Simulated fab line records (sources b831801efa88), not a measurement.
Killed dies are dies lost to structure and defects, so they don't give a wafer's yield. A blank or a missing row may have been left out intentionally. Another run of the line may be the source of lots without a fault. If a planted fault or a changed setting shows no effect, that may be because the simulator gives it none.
Which tool did it? / flow gf180mcu / 11 lots, 33 wafers sampled, at 2 steps of a route of 602

WHAT EACH GAUGE READ, for each wafer
GF_V4_OVL_MEAS_15. Usual: for V4_OVL the level is -1 nm and the standard deviation is 5.2.
lot=L443; measured=day 24 17:58; on=overlay-01; V4_OVL (nm)=5 6 9; flag=
lot=L444; measured=day 24 22:10; on=overlay-02; V4_OVL (nm)=-11 -2 -10; flag=
lot=L445; measured=day 25 05:20; on=overlay-01; V4_OVL (nm)=2 1 5; flag=
lot=L446; measured=day 25 13:11; on=overlay-01; V4_OVL (nm)=6 9 9; flag=
lot=L447; measured=day 25 18:40; on=overlay-01; V4_OVL (nm)=3 5 5; flag=
lot=L448; measured=day 26 06:26; on=overlay-01; V4_OVL (nm)=-4 -5 -5; flag=
lot=L455; measured=day 28 12:28; on=overlay-02; V4_OVL (nm)=3 5 5; flag=
lot=L458; measured=day 29 07:40; on=overlay-01; V4_OVL (nm)=-4 -2 -8; flag=
lot=L461; measured=day 30 06:20; on=overlay-02; V4_OVL (nm)=0 -1 1; flag=
lot=L463; measured=day 30 20:22; on=overlay-01; V4_OVL (nm)=-3 -3 6; flag=
lot=L465; measured=day 31 05:20; on=overlay-01; V4_OVL (nm)=-1 -9 -2; flag=

WHAT TOOL EACH LOT RAN ON (gives the tool, then ch and the chambers of the sampled wafers, and finally the start)
lot=L443; GF_M3_SPUTTER_02=pvd sputter-01, day 20 16:06
lot=L444; GF_M3_SPUTTER_02=pvd sputter-01, day 20 21:20
lot=L445; GF_M3_SPUTTER_02=pvd sputter-02, day 21 04:30
lot=L446; GF_M3_SPUTTER_02=pvd sputter-03, day 21 14:34
lot=L447; GF_M3_SPUTTER_02=pvd sputter-01, day 21 21:20
lot=L448; GF_M3_SPUTTER_02=pvd sputter-03, day 22 09:15
lot=L455; GF_M3_SPUTTER_02=pvd sputter-03, day 24 21:16
lot=L458; GF_M3_SPUTTER_02=pvd sputter-02, day 25 17:59
lot=L461; GF_M3_SPUTTER_02=pvd sputter-01, day 26 19:20
lot=L463; GF_M3_SPUTTER_02=pvd sputter-02, day 27 10:51
lot=L465; GF_M3_SPUTTER_02=pvd sputter-03, day 27 21:14
- GF_M3_SPUTTER_02: material AlCu, target thk 450 nm, time 23.9 s.

WHAT THE TOOLS THEMSELVES READ (means of the sampled wafers that have a number; where no wafer has one, the mark that the record gives instead)
GF_M3_SPUTTER_02. Usual: throttle valve pct at 30.0 %, with a standard deviation of 1.1.
lot=L443; tool=pvd sputter-01; throttle valve pct (%)=29.9; flag=
lot=L444; tool=pvd sputter-01; throttle valve pct (%)=28.9; flag=
lot=L445; tool=pvd sputter-02; throttle valve pct (%)=31.4; flag=
lot=L446; tool=pvd sputter-03; throttle valve pct (%)=29.2; flag=
lot=L447; tool=pvd sputter-01; throttle valve pct (%)=30.1; flag=
lot=L448; tool=pvd sputter-03; throttle valve pct (%)=29.1; flag=
lot=L455; tool=pvd sputter-03; throttle valve pct (%)=30.3; flag=
lot=L458; tool=pvd sputter-02; throttle valve pct (%)=29.8; flag=
lot=L461; tool=pvd sputter-01; throttle valve pct (%)=30.6; flag=
lot=L463; tool=pvd sputter-02; throttle valve pct (%)=29.5; flag=
lot=L465; tool=pvd sputter-03; throttle valve pct (%)=30.1; flag=

THE ANSWER, worked out from the rows above alone
Rule: a lot is off if the mean of its wafers that have a number lies more than 3 standard deviations from the usual mean. A lot without any number at a reading at which 4 lots or more have one is off too. Where the step has rows for the other lots, those lots are counted as sound. The gauges are gone through in route order, then the tools' own readings, and for those a lot's mean is taken as printed above. The first step at which some lot is off is used, and at that step the reading that is off furthest; a lot without a number counts as furthest.
No lot is off at any reading shown: from this, nothing can be told.

WHAT WAS PUT IN BY THE SIMULATOR
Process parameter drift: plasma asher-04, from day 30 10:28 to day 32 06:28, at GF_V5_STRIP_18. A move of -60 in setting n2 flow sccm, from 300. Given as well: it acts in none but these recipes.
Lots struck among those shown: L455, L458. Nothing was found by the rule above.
